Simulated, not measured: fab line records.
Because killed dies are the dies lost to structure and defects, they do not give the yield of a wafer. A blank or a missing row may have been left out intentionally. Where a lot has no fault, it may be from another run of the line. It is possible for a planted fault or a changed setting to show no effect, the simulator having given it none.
What tool caused it? ; flow gf180mcu ; 14 lots, 42 wafers sampled, at 3 steps of a route of 602

WHAT THE GAUGES READ, wafer by wafer
GF_SAB_CD_MEAS_09 targets a cd of 420 nm. Usual: cd-nm at 420.4 nm, with a standard deviation of 2.1.
lot;measured;on;cd-nm (nm);flag
L711;day 15 19:10;cd-sem-02;424.6 422.3 421.7;
L712;day 16 05:55;cd-sem-01;419.1 422.0 422.2;
L713;day 16 17:01;cd-sem-01;418.8 420.3 421.9;
L714;day 16 20:48;cd-sem-01;419.6 424.6 419.8;
L715;day 17 11:54;cd-sem-02;424.9 423.7 422.6;
L716;day 17 21:39;cd-sem-01;421.5 423.4 423.9;
L717;day 18 03:37;cd-sem-01;416.6 418.0 420.2;
L719;day 18 23:59;cd-sem-01;417.4 417.8 418.2;
L721;day 19 14:08;cd-sem-01;421.4 421.1 424.0;
L722;day 19 22:34;cd-sem-01;423.0 422.3 425.0;
L725;day 21 04:28;cd-sem-02;420.7 420.0 420.7;
L726;day 21 06:32;cd-sem-01;422.6 424.0 421.3;

WHAT TOOL EACH LOT RAN ON (gives the tool, then ch and the chambers of the sampled wafers, and finally the start)
lot;GF_STI_OXIDATION_01;GF_PSD_RTA_13
L711;furnace-02 ch 0, day 1 21:21;rtp-anneal-01 ch 0, day 14 21:42
L712;furnace-02 ch 0, day 2 01:07;rtp-anneal-02 ch 0, day 15 07:31
L713;furnace-02 ch 0, day 2 06:07;rtp-anneal-02 ch 0, day 15 17:49
L714;furnace-02 ch 0, day 2 11:08;rtp-anneal-02 ch 0, day 15 21:17
L715;furnace-01 ch 0, day 2 16:07;rtp-anneal-02 ch 0, day 16 13:04
L716;furnace-01 ch 0, day 2 21:12;rtp-anneal-01 ch 0, day 16 21:52
L717;furnace-01 ch 0, day 3 02:42;rtp-anneal-01 ch 0, day 17 04:26
L719;furnace-01 ch 0, day 3 12:52;rtp-anneal-01 ch 0, day 17 23:22
L721;furnace-01 ch 0, day 3 22:07;rtp-anneal-01 ch 0, day 18 14:07
L722;furnace-02 ch 0, day 4 03:27;rtp-anneal-01 ch 0, day 18 22:37
L725;furnace-02 ch 0, day 4 18:07;rtp-anneal-02 ch 0, day 20 04:28
L726;furnace-02 ch 0, day 5 00:01;rtp-anneal-02 ch 0, day 20 06:37
L731;furnace-02, day 6 00:07;-
L732;furnace-02, day 6 05:07;-
- GF_STI_OXIDATION_01: stabilise 600 s, purge 300 s, target thk 10 nm.
- GF_PSD_RTA_13: time 20 s.

AS READ BY THE TOOLS THEMSELVES (means over the sampled wafers that have a number; for cases with no such wafer, the mark the record gives instead)
GF_STI_OXIDATION_01. Usual: ox-temp-c 892.8 C, standard deviation 0.39; ox-temp-c-max 896.5, standard deviation 1.4.
lot;tool;ox-temp-c (C);ox-temp-c-max;flag
L711;furnace-02;893.3;895.9;
L712;furnace-02;893.0;895.8;
L713;furnace-02;892.6;894.8;
L714;furnace-02;892.9;895.5;
L715;furnace-01;892.8;898.0;
L716;furnace-01;892.9;897.4;
L717;furnace-01;892.1;898.4;
L719;furnace-01;893.1;897.5;
L721;furnace-01;892.5;897.4;
L722;furnace-02;892.8;895.3;
L725;furnace-02;892.7;895.6;
L726;furnace-02;893.2;895.7;
L731;furnace-02;-;-;OFF
L732;furnace-02;-;-;OFF

GF_PSD_RTA_13. Usual: lamp-power-pct 37 %, standard deviation 5.1; wafer_temp_C_max 1030.4, standard deviation 2.1.
lot;tool;lamp-power-pct (%);wafer_temp_C_max;flag
L711;rtp-anneal-01;32;1028.8;
L712;rtp-anneal-02;42;1032.4;
L713;rtp-anneal-02;42;1032.8;
L714;rtp-anneal-02;42;1032.3;
L715;rtp-anneal-02;42;1033.8;
L716;rtp-anneal-01;32;1028.5;
L717;rtp-anneal-01;32;1028.1;
L719;rtp-anneal-01;32;1028.3;
L721;rtp-anneal-01;32;1030.0;
L722;rtp-anneal-01;32;1028.8;
L725;rtp-anneal-02;42;1032.0;
L726;rtp-anneal-02;42;1031.9;

THE ANSWER, worked out from the rows above alone
Rule: lot off if the mean of its wafers having a number is beyond 3 standard deviations from the usual mean. Also off: a lot with no number at a reading for which 4 or more lots have one. Any other lot the step has rows for is counted as sound. Order of review: gauges by route order, followed by the tools' own readings, for which a lot's mean as printed above is used. The first step at which some lot is off is used, and at that step the reading that is off furthest; a lot without a number counts as furthest.
Off: L731, L732, at GF_STI_OXIDATION_01 (ox-temp-c). Without a number there: L731, L732.
A tool fits if, at that step or a process step before it, it ran every lot that is off, and no sound lot after the first of them. One fits: GF_STI_OXIDATION_01 on furnace-02. Its last sound lot is L726 (day 5 00:01), its first lot that is off L731 (day 6 00:07): a fault that began between those two fits.
Blank at GF_STI_OXIDATION_01 on the lots that are off, where sound lots have numbers: ox-temp-c, ox-temp-c-max.

WHAT THE SIMULATOR PUT IN
Entire step skipped (furnace-02, GF_STI_OXIDATION_01), from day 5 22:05 onward. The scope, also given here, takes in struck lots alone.
Lots struck among those shown: L731, L732. The rule above reached the same finding.
